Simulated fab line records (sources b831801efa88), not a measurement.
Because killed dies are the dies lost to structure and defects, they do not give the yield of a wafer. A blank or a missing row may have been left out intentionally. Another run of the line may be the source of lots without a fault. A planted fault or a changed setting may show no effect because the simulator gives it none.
Matching of chambers || flow gf180mcu || cmp-01 running GF_V5_CMP_26: 4 sister chambers
The step polishes, stops on SiO2, t overpolish 15 s, target thk 0 nm. 4 wafers are shown with their chamber, then 9 later ones without.

== EACH WAFER AND ITS CHAMBER ==
{"wafer": "L684.4", "chamber": 1, "motor_current_A (A)": 11.3}
{"wafer": "L691.1", "chamber": 2, "motor_current_A (A)": 10.6}
{"wafer": "L691.2", "chamber": 3, "motor_current_A (A)": 12.9}
{"wafer": "L691.5", "chamber": 0, "motor_current_A (A)": 11.9}

== WAFERS MISSING THEIR CHAMBER ==
{"wafer": "L692.1", "motor_current_A (A)": 10.2}
{"wafer": "L692.3", "motor_current_A (A)": 12.4}
{"wafer": "L692.4", "motor_current_A (A)": 10.7}
{"wafer": "L695.1", "motor_current_A (A)": 12.5}
{"wafer": "L695.3", "motor_current_A (A)": 9.8}
{"wafer": "L695.5", "motor_current_A (A)": 10.3}
{"wafer": "L696.1", "motor_current_A (A)": 10.6}
{"wafer": "L696.3", "motor_current_A (A)": 11.8}
{"wafer": "L696.6", "motor_current_A (A)": 12.0}

== THE CHAMBER EACH PASSED THROUGH ==
{"wafer": "L692.1", "from the rows above": "can't be placed: 2 or 1", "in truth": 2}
{"wafer": "L692.3", "from the rows above": "can't be placed: 0 or 3 or 1", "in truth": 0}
{"wafer": "L692.4", "from the rows above": "can't be placed: 2 or 1", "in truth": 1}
{"wafer": "L695.1", "from the rows above": "can't be placed: 3 or 0", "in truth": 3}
{"wafer": "L695.3", "from the rows above": "can't be placed: 2 or 1", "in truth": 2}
{"wafer": "L695.5", "from the rows above": "can't be placed: 2 or 1", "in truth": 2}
{"wafer": "L696.1", "from the rows above": "can't be placed: 2 or 1", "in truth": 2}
{"wafer": "L696.3", "from the rows above": "can't be placed: 0 or 1", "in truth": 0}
{"wafer": "L696.6", "from the rows above": "can't be placed: 0 or 1", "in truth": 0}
Correctly placed: 0 of 9. Not placeable from these rows: 9 (in 9, the candidates include the true chamber). Number placed wrongly: 0.
How it was worked out, from the rows above alone: a wafer's distance from a chamber is the root of the sum, over the readings, of the square of ((its reading less the chamber's mean) divided by the reading's scatter). If the next closest chamber is less than 2 further off than the closest, the wafer can't be placed; otherwise it belongs to the closest. The mean given for a chamber averages the wafers shown for that chamber. The scatter (one wafer shown for each chamber): square how far every hidden wafer sits from the nearest shown wafer, average those squares and take the square root.
